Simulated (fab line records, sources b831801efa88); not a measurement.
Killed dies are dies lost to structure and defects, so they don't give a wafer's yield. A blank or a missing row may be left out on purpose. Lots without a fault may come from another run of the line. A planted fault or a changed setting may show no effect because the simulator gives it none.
Which tool did it? | flow sky130 | 13 lots, 39 wafers sampled, at 4 steps of a route of 708

WHAT THE GAUGES READ, wafer by wafer
SKY_POLY_GATE_THK_MEAS_21. Usual: POLY_GATE_OXIDATION_THK 4.00 nm, standard deviation 0.08.
lot  | measured     | on            | POLY_GATE_OXIDATION_THK (nm) | flag
L520 | day 16 18:47 | film_metro-03 | 4.08 4.00 3.95               |
L521 | day 17 03:53 | film_metro-03 | 3.99 4.09 3.96               |
L523 | day 18 04:22 | film_metro-03 | 3.98 4.03 4.04               |
L524 | day 18 07:19 | film_metro-04 | 3.89 3.92 3.92               |
L525 | day 18 17:08 | film_metro-04 | 3.97 3.90 3.99               |
L530 | day 20 17:06 | film_metro-03 | 4.12 4.11 4.02               |
L531 | day 20 23:01 | film_metro-03 | 3.86 3.88 3.78               |
L534 | day 22 00:25 | film_metro-04 | 3.95 3.99 4.04               |
L535 | day 22 05:12 | film_metro-04 | 4.00 4.01 3.98               |
L537 | day 22 19:05 | film_metro-04 | 3.98 3.97 3.88               |
L539 | day 23 18:04 | film_metro-03 | 4.05 4.01 4.03               |
L541 | day 24 14:31 | film_metro-03 | 4.02 4.02 4.03               |
L543 | day 25 00:52 | film_metro-03 | 4.05 4.02 3.99               |

SKY_LDD_LDN_TW_MEAS_13. Usual: LDD_LDN_TW 1481, standard deviation 5.8.
lot  | measured     | on            | LDD_LDN_TW     | flag
L520 | day 23 02:55 | film_metro-04 | 1479 1482 1479 |
L521 | day 23 13:10 | film_metro-01 | 1483 1487 1481 |
L523 | day 24 13:40 | film_metro-01 | 1481 1492 1488 |
L524 | day 24 18:49 | film_metro-01 | 1480 1484 1481 |
L525 | day 25 01:53 | film_metro-04 | 1482 1479 1486 |
L530 | day 26 23:35 | film_metro-02 | 1586 1585 1580 | OFF
L531 | day 27 06:08 | film_metro-01 | 1582 1577 1574 | OFF
L534 | day 28 05:47 | film_metro-02 | 1487 1490 1488 |
L535 | day 28 09:34 | film_metro-02 | 1489 1478 1477 |
L537 | day 29 00:01 | film_metro-01 | 1477 1480 1480 |
L539 | day 29 20:28 | film_metro-02 | 1499 1481 1487 |
L541 | day 30 17:27 | film_metro-01 | 1476 1478 1476 |
L543 | day 31 01:49 | film_metro-02 | 1477 1479 1479 |

SKY_POLY_CUT_CD_MEAS_08: target cd 270 nm. Usual: cd_nm 270.0 nm, standard deviation 1.5.
lot  | measured     | on        | cd_nm (nm)        | flag
L520 | day 24 10:12 | cd_sem-01 | 270.0 268.2 271.1 |
L521 | day 24 21:23 | cd_sem-01 | 269.9 270.1 270.2 |
L523 | day 25 20:47 | cd_sem-02 | 268.3 269.1 267.0 |
L524 | day 26 01:59 | cd_sem-01 | 270.3 270.8 270.8 |
L525 | day 26 09:15 | cd_sem-02 | 270.3 269.0 270.5 |
L530 | day 28 05:22 | cd_sem-02 | 267.8 267.5 268.5 |
L531 | day 28 12:44 | cd_sem-01 | 272.0 272.0 272.2 |
L534 | day 29 12:32 | cd_sem-02 | 272.7 270.3 270.3 |
L535 | day 29 15:34 | cd_sem-02 | 270.6 270.4 269.9 |
L537 | day 30 06:39 | cd_sem-01 | 270.7 271.0 270.2 |
L539 | day 31 03:43 | cd_sem-02 | 273.1 272.0 271.0 |
L541 | day 31 22:29 | cd_sem-01 | 270.7 270.8 272.0 |
L543 | day 32 09:35 | cd_sem-02 | 267.9 268.9 270.3 |

WHICH TOOL RAN EACH LOT (tool, then ch and the chambers of the sampled wafers, then the start)
lot  | SKY_LDD_LDN_IMPLANT_10
L520 | implanter-03 ch 0, day 23 02:32
L521 | implanter-01 ch 0, day 23 12:46
L523 | implanter-04 ch 0, day 24 13:16
L524 | implanter-04 ch 0, day 24 18:25
L525 | implanter-01 ch 0, day 25 01:31
L530 | implanter-03 ch 0, day 26 22:55
L531 | implanter-01 ch 0, day 27 05:26
L534 | implanter-03 ch 0, day 28 04:43
L535 | implanter-04 ch 0, day 28 09:10
L537 | implanter-04 ch 0, day 28 23:38
L539 | implanter-03 ch 0, day 29 20:05
L541 | implanter-03 ch 0, day 30 17:03
L543 | implanter-03 ch 0, day 31 01:25
- SKY_LDD_LDN_IMPLANT_10

WHAT THE TOOLS THEMSELVES READ (means of the sampled wafers that have a number; where no wafer has one, the mark that the record gives instead)
The record holds no such reading with a usual standard deviation.

THE ANSWER, worked out from the rows above alone
Rule: a lot is off if the mean of its wafers that have a number lies more than 3 standard deviations from the usual mean. A lot without any number at a reading at which 4 lots or more have one is off too. The other lots that the step has rows for count as sound. The gauges are gone through in route order, then the tools' own readings, and for those a lot's mean is taken as printed above. The first step at which some lot is off is used, and at that step the reading that is off furthest; a lot without a number counts as furthest.
Off: L530, L531, at SKY_LDD_LDN_TW_MEAS_13 (LDD_LDN_TW).
A tool fits if, at a process step before that reading, it ran every lot that is off, and no sound lot after the first of them. The gauges at SKY_LDD_LDN_TW_MEAS_13 are tried like those tools. None of those tried fits.

WHAT THE SIMULATOR HAD PUT IN
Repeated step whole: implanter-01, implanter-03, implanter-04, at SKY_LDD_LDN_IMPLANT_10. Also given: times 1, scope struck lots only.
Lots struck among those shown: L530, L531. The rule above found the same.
